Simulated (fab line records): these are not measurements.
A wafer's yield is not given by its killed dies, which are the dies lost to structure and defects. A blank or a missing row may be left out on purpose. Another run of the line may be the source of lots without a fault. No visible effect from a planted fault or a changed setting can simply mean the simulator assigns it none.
Split-lot trial || flow gf180mcu || 23 wafers read across 5 lots, on a route 602 steps long

== ON THE SPLIT ==
At GF_NWELL_COAT_02 (resist thk 3000 nm), the setting resist-thk-nm was moved away from the recipe's 3000 nm on 9 of the 23 wafers read, by -4.0% to +6.0%. The other wafers ran this setting at the recipe's value.

== FROM THE SPLIT TO THE READING: what the file shows between them, 3 steps ==
- GF_NWELL_SOFTBAKE_03
- GF_NWELL_EXPOSE_04: exposes mask Nwell, target cd 860 nm
- GF_NWELL_PEB_05

== THE READING ==
NWELL.cd-nm (the simulator's own value, which no gauge read), in nm, at GF_NWELL_DEVELOP_06 (develop time 57.96 s). The file does not state a usual value for it. Average 847.2 nm, standard deviation 3 nm, over the 14 wafers here run with the recipe.

{"wafer": "L075.2", "tool, chamber at the split": "litho-track-01, 0", "resist-thk-nm as run, nm": 3000, "against the recipe": "recipe", "NWELL.cd-nm, nm": 845.2, "against lot-mates on the recipe": "-"}
{"wafer": "L075.3", "tool, chamber at the split": "litho-track-01, 0", "resist-thk-nm as run, nm": 3000, "against the recipe": "recipe", "NWELL.cd-nm, nm": 847.8, "against lot-mates on the recipe": "-"}
{"wafer": "L075.4", "tool, chamber at the split": "litho-track-01, 0", "resist-thk-nm as run, nm": 3000, "against the recipe": "recipe", "NWELL.cd-nm, nm": 844.6, "against lot-mates on the recipe": "-"}
{"wafer": "L077.1", "tool, chamber at the split": "litho-track-02, 0", "resist-thk-nm as run, nm": 3000, "against the recipe": "recipe", "NWELL.cd-nm, nm": 848.8, "against lot-mates on the recipe": "-"}
{"wafer": "L077.2", "tool, chamber at the split": "litho-track-02, 0", "resist-thk-nm as run, nm": 3000, "against the recipe": "recipe", "NWELL.cd-nm, nm": 851.1, "against lot-mates on the recipe": "-"}
{"wafer": "L077.3", "tool, chamber at the split": "litho-track-02, 0", "resist-thk-nm as run, nm": 3179, "against the recipe": "+6.0%", "NWELL.cd-nm, nm": 841.7, "against lot-mates on the recipe": -9.3}
{"wafer": "L077.4", "tool, chamber at the split": "litho-track-02, 0", "resist-thk-nm as run, nm": 3179, "against the recipe": "+6.0%", "NWELL.cd-nm, nm": 842.4, "against lot-mates on the recipe": -8.6}
{"wafer": "L077.6", "tool, chamber at the split": "litho-track-02, 0", "resist-thk-nm as run, nm": 3000, "against the recipe": "recipe", "NWELL.cd-nm, nm": 853.2, "against lot-mates on the recipe": "-"}
{"wafer": "L080.2", "tool, chamber at the split": "litho-track-02, 0", "resist-thk-nm as run, nm": 3080, "against the recipe": "+2.7%", "NWELL.cd-nm, nm": 840.4, "against lot-mates on the recipe": -6.0}
{"wafer": "L080.3", "tool, chamber at the split": "litho-track-02, 0", "resist-thk-nm as run, nm": 3000, "against the recipe": "recipe", "NWELL.cd-nm, nm": 844.7, "against lot-mates on the recipe": "-"}
{"wafer": "L080.4", "tool, chamber at the split": "litho-track-02, 0", "resist-thk-nm as run, nm": 3000, "against the recipe": "recipe", "NWELL.cd-nm, nm": 847.5, "against lot-mates on the recipe": "-"}
{"wafer": "L080.5", "tool, chamber at the split": "litho-track-02, 0", "resist-thk-nm as run, nm": 3080, "against the recipe": "+2.7%", "NWELL.cd-nm, nm": 842.3, "against lot-mates on the recipe": -4.1}
{"wafer": "L080.6", "tool, chamber at the split": "litho-track-02, 0", "resist-thk-nm as run, nm": 3000, "against the recipe": "recipe", "NWELL.cd-nm, nm": 847.1, "against lot-mates on the recipe": "-"}
{"wafer": "L081.1", "tool, chamber at the split": "litho-track-01, 0", "resist-thk-nm as run, nm": 2879, "against the recipe": "-4.0%", "NWELL.cd-nm, nm": 855.5, "against lot-mates on the recipe": "+5.7"}
{"wafer": "L081.2", "tool, chamber at the split": "litho-track-01, 0", "resist-thk-nm as run, nm": 2879, "against the recipe": "-4.0%", "NWELL.cd-nm, nm": 855.1, "against lot-mates on the recipe": "+5.3"}
{"wafer": "L081.3", "tool, chamber at the split": "litho-track-01, 0", "resist-thk-nm as run, nm": 2879, "against the recipe": "-4.0%", "NWELL.cd-nm, nm": 855.3, "against lot-mates on the recipe": "+5.5"}
{"wafer": "L081.5", "tool, chamber at the split": "litho-track-01, 0", "resist-thk-nm as run, nm": 3000, "against the recipe": "recipe", "NWELL.cd-nm, nm": 849.9, "against lot-mates on the recipe": "-"}
{"wafer": "L081.6", "tool, chamber at the split": "litho-track-01, 0", "resist-thk-nm as run, nm": 3000, "against the recipe": "recipe", "NWELL.cd-nm, nm": 849.7, "against lot-mates on the recipe": "-"}
{"wafer": "L082.2", "tool, chamber at the split": "litho-track-03, 0", "resist-thk-nm as run, nm": 3078, "against the recipe": "+2.6%", "NWELL.cd-nm, nm": 839.5, "against lot-mates on the recipe": -4.0}
{"wafer": "L082.3", "tool, chamber at the split": "litho-track-03, 0", "resist-thk-nm as run, nm": 3078, "against the recipe": "+2.6%", "NWELL.cd-nm, nm": 839.3, "against lot-mates on the recipe": -4.2}
{"wafer": "L082.4", "tool, chamber at the split": "litho-track-03, 0", "resist-thk-nm as run, nm": 3000, "against the recipe": "recipe", "NWELL.cd-nm, nm": 843.6, "against lot-mates on the recipe": "-"}
{"wafer": "L082.5", "tool, chamber at the split": "litho-track-03, 0", "resist-thk-nm as run, nm": 3000, "against the recipe": "recipe", "NWELL.cd-nm, nm": 843.9, "against lot-mates on the recipe": "-"}
{"wafer": "L082.6", "tool, chamber at the split": "litho-track-03, 0", "resist-thk-nm as run, nm": 3000, "against the recipe": "recipe", "NWELL.cd-nm, nm": 843.1, "against lot-mates on the recipe": "-"}

FIT RESULTS
A straight line over all 23 wafers: NWELL.cd-nm changes by -1.57 nm for each +1% of resist-thk-nm; r = -0.80; the points scatter about the line by 3.1 nm.
The same after taking each lot's own level away (the mean of its wafers on the recipe; 23 wafers): -1.49 nm for each +1%; r = -0.96; scatter 1.1 nm.
Per that fit: largest resist-thk-nm move, reading shift of 8.9 nm.
Across the lots, their own levels run from 843.53 to 851.03 nm, a range of 2.5 times the standard deviation given above.
So the lot-to-lot level blurs the effect unless lot-mates are compared.
Check: -9.01 nm against its lot-mates is what the line predicts for one of the wafers moved furthest among these (+6.0%) when that wafer is left out of the fit. Against them it came out at -9.33 nm.

== OTHER SPLITS ON THESE WAFERS ==
Other splits were also applied to these wafers ahead of the reading. Each is held against what the fit with the lots' levels taken away leaves over:
{"other split on the same wafers": "GF_STI_OXIDATION_01 temp-c", "wafers away from the commonest value": 18, "r with NWELL.cd-nm (lot level and that fit taken away)": "+0.06"}
{"other split on the same wafers": "GF_STI_COAT_07 resist-thk-nm", "wafers away from the commonest value": 8, "r with NWELL.cd-nm (lot level and that fit taken away)": "+0.35"}
{"other split on the same wafers": "GF_STI_ETCH_13 bias-w", "wafers away from the commonest value": 6, "r with NWELL.cd-nm (lot level and that fit taken away)": -0.01}
{"other split on the same wafers": "GF_STI_CVD_23 sih4-flow-sccm", "wafers away from the commonest value": 6, "r with NWELL.cd-nm (lot level and that fit taken away)": "+0.02"}

== THE WHOLE CHAIN: every reading that the file lists as answering this split, in the file's order ==
{"step": "GF_NWELL_COAT_02", "what it does": "resist thk 3000 nm", "reading": "coat_of_NWELL_COAT_02.thk-nm (the simulator's own value, which no gauge read)", "change (the file's fit)": "+30.5 nm for each +1% of the setting", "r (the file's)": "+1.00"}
{"step": "GF_NWELL_DEVELOP_06", "what it does": "develop time 57.96 s", "reading": "NWELL.cd-nm (the simulator's own value, which no gauge read)", "change (the file's fit)": "-1.53 nm for each +1% of the setting", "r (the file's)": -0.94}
{"step": "GF_NWELL_STRIP_10", "what it does": "strips in O2/N2", "reading": "strip-time-to-endpoint-s", "change (the file's fit)": "withheld for each +1% of the setting", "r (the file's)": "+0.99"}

== FILE'S OWN FIT ==
NWELL.cd-nm changes by -1.53 nm for each +1% of resist-thk-nm, r = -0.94.
